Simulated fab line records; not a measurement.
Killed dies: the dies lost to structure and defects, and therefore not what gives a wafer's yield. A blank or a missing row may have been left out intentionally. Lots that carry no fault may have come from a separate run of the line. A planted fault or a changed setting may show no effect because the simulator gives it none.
One fault seen from 2 desks ; flow gf180mcu ; only its own numbers are on each desk; what lay behind them is given at the end

METROLOGY DESK
Means of the sampled wafers that have a number, per lot and without regard to the tool the lot ran on: this is what the gauges read. Any lot whose mean is over 4 standard deviations away from the usual mean is out of limits and marked OUT; that distance is given in the brackets.
Columns: A = DNWELL_TW at GF_DNWELL_TW_MEAS_09, usual 1344; B = NWELL_OVL at GF_NWELL_OVL_MEAS_07, usual 0.1 nm
lot;first seen here;A;B
L281;day 3 06:38;1339;-0.7
L284;day 3 21:37;1333;-0.6
L295;day 6 14:34;1359;1.1
L297;day 6 20:37;1350;1.1
L299;day 7 03:58;1341;-1.0
L301;day 7 15:21;1326;0.5
This desk's finding: nothing out of limits on any of the 6 lots.

DESK OF THE TOOL OWNER: implanter-02
GF_NWELL_IMPLANT_09, tool's own readings: per-lot mean of the sampled wafers with a number, covering each lot this tool ran. Any lot whose mean is over 4 standard deviations away from the usual mean is out of limits and marked OUT; that distance is given in the brackets.
Columns: A = beam_energy_keV at GF_NWELL_IMPLANT_09, usual 160.00; B = tilt_deg at GF_NWELL_IMPLANT_09, usual 0.001 degrees
lot;first seen here;A;B
L281;day 3 19:47;160.00;-0.012
L295;day 7 06:31;184.55 (+99 or more) OUT;-0.024
L297;day 7 12:05;184.56 (+99 or more) OUT;0.025
This desk's verdict: out of limits on L295, L297, starting with L295 at day 7 06:31 (beam_energy_keV at GF_NWELL_IMPLANT_09). L281 stayed within limits.

BROUGHT TOGETHER
An alarm could have come from the tool owner's desk at day 7 06:31, on L295, L297.
Metrology desk: nothing out of limits seen.
The metrology desk holds a record of L295, L297, inside its limits.
The lots listed all ran GF_NWELL_IMPLANT_09 on implanter-02.

WHAT THE SIMULATOR PUT IN
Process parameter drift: implanter-02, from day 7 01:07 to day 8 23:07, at GF_NWELL_IMPLANT_09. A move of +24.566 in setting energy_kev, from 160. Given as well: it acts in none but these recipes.
Struck lots among those shown: L295, L297.
Delay in hours, fault start to first out-of-limits reading, by desk: the tool owner's desk at 5.
